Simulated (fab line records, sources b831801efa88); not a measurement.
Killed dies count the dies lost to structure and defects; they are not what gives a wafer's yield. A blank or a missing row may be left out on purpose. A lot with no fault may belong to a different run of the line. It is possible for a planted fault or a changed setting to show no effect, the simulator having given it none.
Struck lot and sound lot, side by side :: flow sky130 :: 23 out of 708 route steps
Sound: wafers L246.2, L246.3, L246.5. Wafers L252.1, L252.2, L252.6 were the ones struck. The cause is named last.
Order at every step that has rows: each side's tool, ch and its chambers, its first start. Under that, the readings that differ: sound wafers :: struck wafers :: difference of the means :: sigmas: that difference in standard deviations of wafers without a fault.
alike: same words and numbers on both sides, and readings whose means sit less than 2 such deviations apart. not compared: any withheld reading, any reading some wafer has no value for, any bound like >300 that may hide the same value, and any number with overlapping values for which the record gives no deviation.
A row with sigmas, a row that says differs or no value, or rows on one side alone: a step with any of these is where the two part. Numbers that have no deviation but don't overlap get no sigmas and don't part them. Lack of a reading on every wafer of one side parts them only where that side has two or more wafers.

first, 4 steps without rows for these wafers: SKY_LDD_HVP_SOFTBAKE_03 (time 60 s); SKY_LDD_HVP_EXPOSE_04 (exposes mask HVPTM, target cd 700 nm); SKY_LDD_HVP_PEB_05; SKY_LDD_HVP_DEVELOP_06 (develop time 60 s).
SKY_LDD_HVP_OVL_MEAS_07:
  sound: overlay-01 at day 22 00:32; struck: overlay-01 at day 24 07:20
  alike: LDD_HVP_OVL
after that, 1 step had no rows for these wafers: SKY_LDD_HVP_IMPLANT_08.
SKY_LDD_HVP_STRIP_09: strips in O2/N2.
  sound on plasmaAsher-02 ch 0,1, day 22 00:43; struck on plasmaAsher-01 ch 0,1, day 24 07:31
  alike: drypumpMotorCurrentA, oesProductAu, stripTimeToEndpointS
  not compared: rfHoursCounterH
SKY_LDD_HVP_TW_MEAS_10:
  sound: filmMetro-01 at day 22 00:50; struck: filmMetro-04 at day 24 07:37
reading: LDD_HVP_TW
sound: 453 456 453
struck: 466 466 463
difference: +11
sigmas: +2
then, 4 steps without rows for these wafers: SKY_LDD_LDN_DEHYDRATE_00 (time 60 s); SKY_LDD_LDN_HMDS_01 (prime time 60 s); SKY_LDD_LDN_COAT_02 (resist thk 1140 nm); SKY_LDD_LDN_SOFTBAKE_03 (time 60 s).
SKY_LDD_LDN_EXPOSE_04: exposes mask LDNTM, target cd 700 nm.
  sound on ilineStepper-01 ch 0, day 22 16:06; struck on ilineStepper-01 ch 0, day 24 22:12
reading: mask
sound: LDNTM#0 LDNTM#0 LDNTM#0
struck: HVPTM#0 HVPTM#0 HVPTM#0
difference: differs
sigmas: 
  alike: exposureDoseMJCm2
then, 2 steps without rows for these wafers: SKY_LDD_LDN_PEB_05; SKY_LDD_LDN_DEVELOP_06 (develop time 60 s).
SKY_LDD_LDN_OVL_MEAS_07:
  sound: overlay-02 at day 23 07:26; struck: overlay-02 at day 25 13:08
reading: LDD_LDN_OVL (nm)
sound: 0.5 0.1 0.5
struck: - - -
difference: no value on the struck wafers
sigmas: 
then, 4 steps without rows for these wafers: SKY_LDD_LDN_IMPLANT_08; SKY_LDD_LDN_IMPLANT_09; SKY_LDD_LDN_IMPLANT_10; SKY_LDD_LDN_IMPLANT_11.
SKY_LDD_LDN_STRIP_12: strips in O2/N2.
  sound on plasmaAsher-03 ch 0,1, day 23 08:04; struck on plasmaAsher-03 ch 0,1, day 25 13:46
  alike: drypumpMotorCurrentA, oesProductAu, stripTimeToEndpointS
  not compared: rfHoursCounterH
SKY_LDD_LDN_TW_MEAS_13:
  sound: filmMetro-01 at day 23 08:11; struck: filmMetro-03 at day 25 14:05
reading: LDD_LDN_TW
sound: 1476 1480 1466
struck: 30 30 30
difference: -1444
sigmas: -90
  not compared: hold
SKY_PAD_OPEN_PROBE_99:
  the record has rows for the sound wafers here (prober-01, day 46 05:03) and none for the struck ones

## WHERE THEY PART
Earliest at SKY_LDD_HVP_TW_MEAS_10; latest, in this record, at SKY_PAD_OPEN_PROBE_99.

WHY: whatever the simulator had introduced
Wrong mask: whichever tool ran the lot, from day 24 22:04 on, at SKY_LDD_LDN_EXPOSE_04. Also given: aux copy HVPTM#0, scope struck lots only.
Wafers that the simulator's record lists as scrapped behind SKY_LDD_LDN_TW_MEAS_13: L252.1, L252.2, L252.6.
